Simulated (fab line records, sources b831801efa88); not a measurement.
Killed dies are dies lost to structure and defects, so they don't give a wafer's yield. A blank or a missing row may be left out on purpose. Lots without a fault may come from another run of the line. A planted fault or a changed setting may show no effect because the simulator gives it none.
Problem report in the 8D (eight disciplines) form, filled by code | flow sky130 | the parts of the form that need people (team, actions taken, sign-off) are left out

1. THE PROBLEM
temp_c at SKY_FIELD_ISO_WET_ETCH_30 reads a mean of 39.86 C on 6 wafers of 2 lots; wafers without a fault read 25.00 C with a standard deviation of 0.11. That is +99 or more standard deviations from the usual mean.
The step: etches SiO2 in dHF, target depth 25 nm, time 50 s.
First seen on wafer L128.1, day 6 11:03, on wet_bench-02. The record holds 18 wafers of 6 lots with a number at this step. Rule for "out", or "out of limits": more than 4 standard deviations from the usual mean. The other wafers with a number count as sound.

2. WHAT IT IS AND WHAT IT IS NOT
question                    | is                         | is not
which readings at this step | temp_c, bath_heat_duty_pct | -
which lots                  | L128, L131                 | L113, L116, L121, L133
which wafers of those lots  | all that have a number     | -
read on which tools         | wet_bench-02               | wet_bench-04
when                        | from day 6 11:03           | up to then (9 sound wafers); but 3 sound wafers of L133 came after

3. SUSPECTS, AND WHAT RULES EACH OUT
Counting: a tool at a process step up to the reading stays a suspect if it ran every lot that is out and no sound lot after the first of them.
- wet_bench-02 at SKY_FIELD_ISO_WET_ETCH_30 (etches SiO2 in dHF, target depth 25 nm, time 50 s): kept. It ran every lot that is out, first L128 (day 6 11:03), and no sound lot after that; its last sound lot up to then is L121 (day 4 23:00). Its own readings are out on those wafers: bath_heat_duty_pct, temp_c.
Left after counting: wet_bench-02 at SKY_FIELD_ISO_WET_ETCH_30.

4. THE CAUSE (what the simulator had put in)
Process parameter drift: wet_bench-02, from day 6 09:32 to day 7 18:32, at SKY_FIELD_ISO_WET_ETCH_30. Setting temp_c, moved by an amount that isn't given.
Counting left only this tool.

5. THE CHAIN OF EFFECTS, in route order
Each row: a reading whose mean over the struck wafers that have a number lies more than 3 standard deviations from the usual. Only readings for which the record gives a usual standard deviation are gone through. hours: the time from each lot's start at the first step in this table that gives one to its start at this step, as a median over the lots. sigmas: the change in usual standard deviations.
hours | step                      | reading            | usual   | on struck wafers | change | sigmas
0     | SKY_FIELD_ISO_WET_ETCH_30 | bath_heat_duty_pct | 6.8 %   | 26.1             | +19.3  | +21
0     | SKY_FIELD_ISO_WET_ETCH_30 | temp_c             | 25.00 C | 39.86            | +14.86 | +99 or more
The process steps in it:
- SKY_FIELD_ISO_WET_ETCH_30: etches SiO2 in dHF, target depth 25 nm, time 50 s.
Later measuring or inspecting steps at which every struck wafer that the step has a row for has a number for every such reading, and none has moved that far: SKY_NWELL_THK_MEAS_02, SKY_DNWELL_TW_MEAS_09, SKY_PWDE_OVL_MEAS_07, SKY_PWDE_TW_MEAS_10.

6. WHAT WOULD HAVE CAUGHT IT SOONER
In this record the first reading out of limits was taken at day 6 11:03, 2 hours after the fault began at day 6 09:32.
